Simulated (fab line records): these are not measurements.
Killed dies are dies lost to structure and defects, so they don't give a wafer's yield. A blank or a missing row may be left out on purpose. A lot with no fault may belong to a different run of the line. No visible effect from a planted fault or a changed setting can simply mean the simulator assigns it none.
Which of the tools did it? || flow gf180mcu || 42 wafers from 14 lots sampled at 3 of the route's 602 steps

## WHAT THE GAUGES SHOWED, per wafer
GF_TOP_METAL_OVL_MEAS_15. Usual: TOP_METAL_OVL 0.4 nm, standard deviation 1.3.
{"lot": "L256", "measured": "day 28 16:20", "on": "overlay-02", "TOP_METAL_OVL (nm)": "3.3 0.8 1.3", "flag": ""}
{"lot": "L258", "measured": "day 28 21:50", "on": "overlay-02", "TOP_METAL_OVL (nm)": "-1.3 -2.2 -0.2", "flag": ""}
{"lot": "L260", "measured": "day 29 08:08", "on": "overlay-02", "TOP_METAL_OVL (nm)": "-0.1 -0.3 0.7", "flag": ""}
{"lot": "L262", "measured": "day 30 10:05", "on": "overlay-01", "TOP_METAL_OVL (nm)": "1.1 -0.5 0.3", "flag": ""}
{"lot": "L263", "measured": "day 30 11:14", "on": "overlay-02", "TOP_METAL_OVL (nm)": "0.1 1.2 1.0", "flag": ""}
{"lot": "L264", "measured": "day 30 13:22", "on": "overlay-02", "TOP_METAL_OVL (nm)": "-0.4 -0.6 -0.7", "flag": ""}
{"lot": "L265", "measured": "day 30 22:57", "on": "overlay-02", "TOP_METAL_OVL (nm)": "-0.4 0.3 0.7", "flag": ""}
{"lot": "L266", "measured": "day 31 12:41", "on": "overlay-02", "TOP_METAL_OVL (nm)": "-2.1 -2.3 -2.1", "flag": ""}
{"lot": "L272", "measured": "day 33 00:29", "on": "overlay-02", "TOP_METAL_OVL (nm)": "1.2 -0.2 -0.1", "flag": ""}
{"lot": "L273", "measured": "day 33 08:11", "on": "overlay-01", "TOP_METAL_OVL (nm)": "2.1 3.9 2.5", "flag": ""}
{"lot": "L274", "measured": "day 33 10:25", "on": "overlay-01", "TOP_METAL_OVL (nm)": "0.4 -0.3 0.2", "flag": ""}
{"lot": "L276", "measured": "day 33 19:14", "on": "overlay-02", "TOP_METAL_OVL (nm)": "0.1 -0.5 0.1", "flag": ""}
{"lot": "L278", "measured": "day 34 03:18", "on": "overlay-01", "TOP_METAL_OVL (nm)": "1.1 1.9 2.2", "flag": ""}
{"lot": "L279", "measured": "day 34 07:48", "on": "overlay-01", "TOP_METAL_OVL (nm)": "-1.1 -2.6 -1.8", "flag": ""}

## TOOL THAT RAN EACH LOT (tool first, then ch and the chambers of the sampled wafers, then the start)
{"lot": "L256", "GF_CONTACT_ETCH_16": "rie-diel-04 ch 1,2,3, day 16 15:26", "GF_V5_CMP_26": "cmp-01 ch 0,1,3, day 27 19:54"}
{"lot": "L258", "GF_CONTACT_ETCH_16": "rie-diel-01 ch 0,2,3, day 17 00:23", "GF_V5_CMP_26": "cmp-02 ch 0,1, day 28 01:38"}
{"lot": "L260", "GF_CONTACT_ETCH_16": "rie-diel-04 ch 0,1,2, day 17 12:19", "GF_V5_CMP_26": "cmp-02 ch 2,3, day 28 12:34"}
{"lot": "L262", "GF_CONTACT_ETCH_16": "rie-diel-01 ch 1,2,3, day 18 18:47", "GF_V5_CMP_26": "cmp-02 ch 1,2,3, day 29 15:10"}
{"lot": "L263", "GF_CONTACT_ETCH_16": "rie-diel-03 ch 0,1,3, day 18 21:29", "GF_V5_CMP_26": "cmp-02 ch 2,3, day 29 15:53"}
{"lot": "L264", "GF_CONTACT_ETCH_16": "rie-diel-01 ch 1,2, day 19 00:44", "GF_V5_CMP_26": "cmp-01 ch 1,2,3, day 29 18:47"}
{"lot": "L265", "GF_CONTACT_ETCH_16": "rie-diel-04 ch 1,2, day 19 13:17", "GF_V5_CMP_26": "cmp-01 ch 1,2, day 30 04:23"}
{"lot": "L266", "GF_CONTACT_ETCH_16": "rie-diel-03 ch 0,1,3, day 20 08:53", "GF_V5_CMP_26": "cmp-01 ch 0,1,2, day 30 18:07"}
{"lot": "L272", "GF_CONTACT_ETCH_16": "rie-diel-01 ch 1,3, day 22 08:46", "GF_V5_CMP_26": "cmp-01 ch 0,1,2, day 32 07:48"}
{"lot": "L273", "GF_CONTACT_ETCH_16": "rie-diel-03 ch 0,1, day 22 22:04", "GF_V5_CMP_26": "cmp-02 ch 1,2,3, day 32 15:56"}
{"lot": "L274", "GF_CONTACT_ETCH_16": "rie-diel-04 ch 0,1,3, day 22 22:11", "GF_V5_CMP_26": "cmp-01 ch 2,3, day 32 17:43"}
{"lot": "L276", "GF_CONTACT_ETCH_16": "rie-diel-04 ch 0,1,2, day 23 14:52", "GF_V5_CMP_26": "cmp-02 ch 0,2,3, day 33 03:14"}
{"lot": "L278", "GF_CONTACT_ETCH_16": "rie-diel-03 ch 0,1, day 23 22:10", "GF_V5_CMP_26": "cmp-02 ch 0,3, day 33 11:05"}
{"lot": "L279", "GF_CONTACT_ETCH_16": "rie-diel-03 ch 2,3, day 24 08:49", "GF_V5_CMP_26": "cmp-02 ch 0,1,2, day 33 15:48"}
- GF_CONTACT_ETCH_16: etches BARC in N2/H2.
- GF_V5_CMP_26: polishes, stops on SiO2, t overpolish 15 s, target thk 0 nm.

## AS READ BY THE TOOLS THEMSELVES (means over the sampled wafers that have a number; for cases with no such wafer, the mark the record gives instead)
GF_CONTACT_ETCH_16. Usual: drypump-motor-current-A 5.8 A, standard deviation 0.33; oes-product-au 0.854 a.u., standard deviation 0.0052; throttle-valve-pct 13.224 %, standard deviation 0.0093.
{"lot": "L256", "tool": "rie-diel-04", "drypump-motor-current-A (A)": 5.5, "oes-product-au (a.u.)": 0.851, "throttle-valve-pct (%)": 13.221, "flag": ""}
{"lot": "L258", "tool": "rie-diel-01", "drypump-motor-current-A (A)": 6.1, "oes-product-au (a.u.)": 0.856, "throttle-valve-pct (%)": 13.231, "flag": ""}
{"lot": "L260", "tool": "rie-diel-04", "drypump-motor-current-A (A)": 5.4, "oes-product-au (a.u.)": 0.851, "throttle-valve-pct (%)": 13.228, "flag": ""}
{"lot": "L262", "tool": "rie-diel-01", "drypump-motor-current-A (A)": 6.2, "oes-product-au (a.u.)": 0.856, "throttle-valve-pct (%)": 13.212, "flag": ""}
{"lot": "L263", "tool": "rie-diel-03", "drypump-motor-current-A (A)": 5.7, "oes-product-au (a.u.)": 0.856, "throttle-valve-pct (%)": 13.229, "flag": ""}
{"lot": "L264", "tool": "rie-diel-01", "drypump-motor-current-A (A)": 6.3, "oes-product-au (a.u.)": 0.853, "throttle-valve-pct (%)": 13.225, "flag": ""}
{"lot": "L265", "tool": "rie-diel-04", "drypump-motor-current-A (A)": 5.3, "oes-product-au (a.u.)": 0.850, "throttle-valve-pct (%)": 13.221, "flag": ""}
{"lot": "L266", "tool": "rie-diel-03", "drypump-motor-current-A (A)": 5.8, "oes-product-au (a.u.)": 0.860, "throttle-valve-pct (%)": 13.216, "flag": ""}
{"lot": "L272", "tool": "rie-diel-01", "drypump-motor-current-A (A)": 6.1, "oes-product-au (a.u.)": 0.857, "throttle-valve-pct (%)": 13.222, "flag": ""}
{"lot": "L273", "tool": "rie-diel-03", "drypump-motor-current-A (A)": 5.7, "oes-product-au (a.u.)": 0.850, "throttle-valve-pct (%)": 13.228, "flag": ""}
{"lot": "L274", "tool": "rie-diel-04", "drypump-motor-current-A (A)": 5.6, "oes-product-au (a.u.)": 0.848, "throttle-valve-pct (%)": 13.221, "flag": ""}
{"lot": "L276", "tool": "rie-diel-04", "drypump-motor-current-A (A)": 5.4, "oes-product-au (a.u.)": 0.849, "throttle-valve-pct (%)": 13.216, "flag": ""}
{"lot": "L278", "tool": "rie-diel-03", "drypump-motor-current-A (A)": 5.9, "oes-product-au (a.u.)": 0.854, "throttle-valve-pct (%)": 13.224, "flag": ""}
{"lot": "L279", "tool": "rie-diel-03", "drypump-motor-current-A (A)": 5.8, "oes-product-au (a.u.)": 0.849, "throttle-valve-pct (%)": 13.221, "flag": ""}

GF_V5_CMP_26. Usual: motor-current-A 11.3 A, standard deviation 1.2; overpolish-run-s 15.001 s, standard deviation 0.0089; retaining-ring-pressure-frac 1.000, standard deviation 0.006; time-to-endpoint-s 84 s, standard deviation 3.4.
{"lot": "L256", "tool": "cmp-01", "motor-current-A (A)": 11.5, "overpolish-run-s (s)": 15.001, "retaining-ring-pressure-frac": 0.998, "time-to-endpoint-s (s)": 81, "flag": ""}
{"lot": "L258", "tool": "cmp-02", "motor-current-A (A)": 11.3, "overpolish-run-s (s)": 15.005, "retaining-ring-pressure-frac": 0.998, "time-to-endpoint-s (s)": 84, "flag": ""}
{"lot": "L260", "tool": "cmp-02", "motor-current-A (A)": 12.0, "overpolish-run-s (s)": 14.999, "retaining-ring-pressure-frac": 1.000, "time-to-endpoint-s (s)": 81, "flag": ""}
{"lot": "L262", "tool": "cmp-02", "motor-current-A (A)": 11.1, "overpolish-run-s (s)": 14.999, "retaining-ring-pressure-frac": 1.002, "time-to-endpoint-s (s)": 84, "flag": ""}
{"lot": "L263", "tool": "cmp-02", "motor-current-A (A)": 12.6, "overpolish-run-s (s)": 15.005, "retaining-ring-pressure-frac": 1.003, "time-to-endpoint-s (s)": 92, "flag": ""}
{"lot": "L264", "tool": "cmp-01", "motor-current-A (A)": 10.9, "overpolish-run-s (s)": 15.000, "retaining-ring-pressure-frac": 1.004, "time-to-endpoint-s (s)": 84, "flag": ""}
{"lot": "L265", "tool": "cmp-01", "motor-current-A (A)": 10.3, "overpolish-run-s (s)": 15.005, "retaining-ring-pressure-frac": 0.997, "time-to-endpoint-s (s)": 83, "flag": ""}
{"lot": "L266", "tool": "cmp-01", "motor-current-A (A)": 11.1, "overpolish-run-s (s)": 15.003, "retaining-ring-pressure-frac": 0.991, "time-to-endpoint-s (s)": 85, "flag": ""}
{"lot": "L272", "tool": "cmp-01", "motor-current-A (A)": 11.0, "overpolish-run-s (s)": 15.004, "retaining-ring-pressure-frac": 1.002, "time-to-endpoint-s (s)": 82, "flag": ""}
{"lot": "L273", "tool": "cmp-02", "motor-current-A (A)": 12.0, "overpolish-run-s (s)": 15.007, "retaining-ring-pressure-frac": 0.995, "time-to-endpoint-s (s)": 83, "flag": ""}
{"lot": "L274", "tool": "cmp-01", "motor-current-A (A)": 10.8, "overpolish-run-s (s)": 15.001, "retaining-ring-pressure-frac": 0.997, "time-to-endpoint-s (s)": 87, "flag": ""}
{"lot": "L276", "tool": "cmp-02", "motor-current-A (A)": 11.7, "overpolish-run-s (s)": 15.001, "retaining-ring-pressure-frac": 1.005, "time-to-endpoint-s (s)": 85, "flag": ""}
{"lot": "L278", "tool": "cmp-02", "motor-current-A (A)": 10.7, "overpolish-run-s (s)": 14.999, "retaining-ring-pressure-frac": 1.000, "time-to-endpoint-s (s)": 86, "flag": ""}
{"lot": "L279", "tool": "cmp-02", "motor-current-A (A)": 11.9, "overpolish-run-s (s)": 14.994, "retaining-ring-pressure-frac": 0.997, "time-to-endpoint-s (s)": 83, "flag": ""}

## THE ANSWER, worked out from the rows above alone
Rule: take the mean of a lot's wafers that have a number; if it is more than 3 standard deviations from the usual mean, the lot is off. A lot without any number at a reading at which 4 lots or more have one is off too. All remaining lots with rows at the step are treated as sound. After the gauges, taken in route order, come the tools' own readings; for these a lot's mean is taken, as printed above. At the first step where some lot is off, the reading lying furthest off is the one used; lots without a number count as furthest.
No lot is off on any of the readings shown, so nothing can be concluded from this.

## WHAT THE SIMULATOR PUT IN
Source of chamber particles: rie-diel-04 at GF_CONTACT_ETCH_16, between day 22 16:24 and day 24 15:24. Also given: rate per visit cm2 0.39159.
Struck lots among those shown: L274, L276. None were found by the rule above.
